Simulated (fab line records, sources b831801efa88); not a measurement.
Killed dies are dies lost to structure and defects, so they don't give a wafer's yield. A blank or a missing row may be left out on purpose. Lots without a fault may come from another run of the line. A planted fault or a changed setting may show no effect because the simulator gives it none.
Which tool did it? | flow sky130 | 13 lots, 39 wafers sampled, at 5 steps of a route of 708

WHAT THE GAUGES READ, wafer by wafer
SKY_NWELL_RS_MEAS_29: measures by four-point-probe. Usual: NWELL_RS 624.4 ohm/sq, standard deviation 1.5.
lot  | measured     | on            | NWELL_RS (ohm/sq) | flag
L730 | day 5 15:48  | film_metro-04 | 627.2 626.2 626.7 |
L731 | day 5 22:58  | film_metro-02 | 625.3 625.6 626.2 |
L734 | day 6 14:33  | film_metro-02 | 624.6 624.9 623.7 |
L735 | day 6 21:22  | film_metro-02 | 624.6 624.8 625.6 |
L736 | day 7 02:14  | film_metro-04 | 624.7 623.8 623.9 |
L737 | day 7 13:33  | film_metro-02 | 605.8 607.1 604.8 | OFF
L738 | day 7 21:26  | film_metro-02 | 608.7 608.8 610.1 | OFF
L742 | day 8 15:11  | film_metro-04 | 624.7 625.2 623.7 |
L743 | day 8 20:24  | film_metro-01 | 620.9 624.7 623.3 |
L746 | day 9 15:24  | film_metro-02 | 623.4 624.8 622.9 |
L747 | day 9 21:20  | film_metro-04 | 622.4 623.4 624.8 |
L748 | day 10 10:18 | film_metro-04 | 623.9 625.2 625.1 |
L750 | day 10 17:53 | film_metro-04 | 622.8 623.2 623.0 |

SKY_LDD_LDN_OVL_MEAS_07. Usual: LDD_LDN_OVL 0.4 nm, standard deviation 1.3.
lot  | measured     | on         | LDD_LDN_OVL (nm) | flag
L730 | day 23 08:14 | overlay-01 | -1.8 -1.9 -0.3   |
L731 | day 23 20:53 | overlay-01 | -0.2 2.5 -0.1    |
L734 | day 24 20:20 | overlay-01 | 2.4 2.1 2.3      |
L735 | day 25 09:16 | overlay-02 | 0.6 -0.2 -0.2    |
L736 | day 25 19:35 | overlay-01 | 1.4 3.1 2.3      |
L737 | day 26 04:17 | overlay-01 | -1.0 -1.1 0.4    |
L738 | day 26 20:14 | overlay-02 | 1.1 0.3 -1.2     |
L742 | day 27 20:59 | overlay-02 | 0.2 0.1 1.4      |
L743 | day 28 14:06 | overlay-01 | 0.2 -0.3 1.1     |
L746 | day 29 02:33 | overlay-01 | 1.4 0.0 -0.5     |
L747 | day 29 12:38 | overlay-02 | -0.5 0.2 0.5     |
L748 | day 30 00:35 | overlay-01 | -0.1 2.3 -0.5    |
L750 | day 30 13:57 | overlay-01 | 0.7 2.2 1.2      |

SKY_LI_CONTACT_THK_MEAS_23: measures by xrf. Usual: LI_CONTACT_W_THK 393 nm, standard deviation 6.8.
lot  | measured     | on            | LI_CONTACT_W_THK (nm) | flag
L730 | day 29 19:26 | film_metro-03 | 391 391 396           |
L731 | day 30 08:12 | film_metro-03 | 402 389 403           |
L734 | day 31 01:57 | film_metro-01 | 383 381 375           |
L735 | day 31 15:38 | film_metro-04 | 383 392 387           |
L736 | day 32 01:54 | film_metro-04 | 385 404 407           |
L737 | day 32 08:51 | film_metro-04 | 400 395 399           |
L738 | day 33 01:14 | film_metro-03 | 392 385 390           |
L742 | day 33 22:59 | film_metro-01 | 399 390 403           |
L743 | day 34 16:30 | film_metro-04 | 393 395 393           |
L746 | day 35 04:37 | film_metro-01 | 392 387 388           |
L747 | day 35 12:12 | film_metro-04 | 404 394 397           |
L748 | day 36 01:11 | film_metro-01 | 389 378 382           |
L750 | day 36 11:47 | film_metro-01 | 395 392 393           |

SKY_CONTACT_THK_MEAS_03. Usual: CONTACT_HDPCVD_THK 569 nm, standard deviation 7.4.
lot  | measured     | on            | CONTACT_HDPCVD_THK (nm) | flag
L730 | day 31 01:46 | film_metro-03 | 571 555 561             |
L731 | day 31 14:07 | film_metro-02 | 564 567 572             |
L734 | day 32 07:43 | film_metro-01 | 572 564 572             |
L735 | day 32 21:02 | film_metro-03 | 581 565 571             |
L736 | day 33 07:49 | film_metro-01 | 573 564 577             |
L737 | day 33 15:01 | film_metro-03 | 566 572 572             |
L738 | day 34 06:29 | film_metro-01 | 573 571 564             |
L742 | day 35 03:44 | film_metro-01 | 573 571 571             |
L743 | day 35 20:54 | film_metro-03 | 571 567 573             |
L746 | day 36 08:34 | film_metro-02 | 568 563 577             |
L747 | day 36 16:01 | film_metro-03 | 575 563 576             |
L748 | day 37 05:04 | film_metro-02 | 581 584 587             |
L750 | day 37 15:10 | film_metro-03 | 558 571 568             |

WHICH TOOL RAN EACH LOT (tool, then ch and the chambers of the sampled wafers, then the start)
lot  | SKY_NWELL_IMPLANT_12
L730 | implanter-04 ch 0, day 4 20:43
L731 | implanter-04 ch 0, day 5 03:56
L734 | implanter-01 ch 0, day 5 18:49
L735 | implanter-04 ch 0, day 6 01:19
L736 | implanter-01 ch 0, day 6 06:01
L737 | implanter-04 ch 0, day 6 16:43
L738 | implanter-04 ch 0, day 7 00:16
L742 | implanter-02 ch 0, day 7 17:52
L743 | implanter-02 ch 0, day 7 22:38
L746 | implanter-01 ch 0, day 8 18:13
L747 | implanter-02 ch 0, day 9 00:16
L748 | implanter-02 ch 0, day 9 12:34
L750 | implanter-02 ch 0, day 9 19:07
- SKY_NWELL_IMPLANT_12

WHAT THE TOOLS THEMSELVES READ (means of the sampled wafers that have a number; where no wafer has one, the mark that the record gives instead)
SKY_NWELL_IMPLANT_12. Usual: beam_on_s 10.00 s, standard deviation 0.19; dose_ions_cm2 1.3001e+12, standard deviation 1.4e+09; faraday_current_uA 7.33, standard deviation 0.14.
lot  | tool         | beam_on_s (s) | dose_ions_cm2 | faraday_current_uA | flag
L730 | implanter-04 | 10.31         | 1.3011e+12    | 7.13               |
L731 | implanter-04 | 9.97          | 1.3004e+12    | 7.34               |
L734 | implanter-01 | 10.01         | 1.3022e+12    | 7.32               |
L735 | implanter-04 | 9.68          | 1.2990e+12    | 7.56               |
L736 | implanter-01 | 9.76          | 1.2997e+12    | 7.52               |
L737 | implanter-04 | 10.03         | 1.9804e+12    | 11.14              | OFF
L738 | implanter-04 | 9.99          | 1.9795e+12    | 11.19              | OFF
L742 | implanter-02 | 10.00         | 1.3012e+12    | 7.33               |
L743 | implanter-02 | 9.98          | 1.2999e+12    | 7.32               |
L746 | implanter-01 | 10.05         | 1.3008e+12    | 7.30               |
L747 | implanter-02 | 10.05         | 1.2996e+12    | 7.30               |
L748 | implanter-02 | 10.21         | 1.3000e+12    | 7.18               |
L750 | implanter-02 | 10.09         | 1.3011e+12    | 7.28               |

THE ANSWER, worked out from the rows above alone
Rule: a lot is off if the mean of its wafers that have a number lies more than 3 standard deviations from the usual mean. A lot without any number at a reading at which 4 lots or more have one is off too. The other lots that the step has rows for count as sound. The gauges are gone through in route order, then the tools' own readings, and for those a lot's mean is taken as printed above. The first step at which some lot is off is used, and at that step the reading that is off furthest; a lot without a number counts as furthest.
Off: L737, L738, at SKY_NWELL_RS_MEAS_29 (NWELL_RS).
A tool fits if, at a process step before that reading, it ran every lot that is off, and no sound lot after the first of them. The gauges at SKY_NWELL_RS_MEAS_29 aren't tried: what is off there is off at SKY_NWELL_IMPLANT_12 too, on other tools, and a gauge's error can't cause that. One fits: implanter-04 at SKY_NWELL_IMPLANT_12. Its last sound lot is L735 (day 6 01:19), its first lot that is off L737 (day 6 16:43): a fault that began between those two fits.
The tool's own readings at SKY_NWELL_IMPLANT_12 bear it out: on the lots that are off they differ by more than 5 times the standard deviation of the sound lots' means. dose_ions_cm2 reads 1.9800e+12 there against 1.3005e+12 on the sound lots; faraday_current_uA reads 11.16 there against 7.33 on the sound lots.

WHAT THE SIMULATOR HAD PUT IN
Process parameter drift: implanter-04, from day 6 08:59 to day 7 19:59, at SKY_NWELL_IMPLANT_12. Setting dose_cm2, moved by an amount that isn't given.
Lots struck among those shown: L737, L738. The rule above found the same.
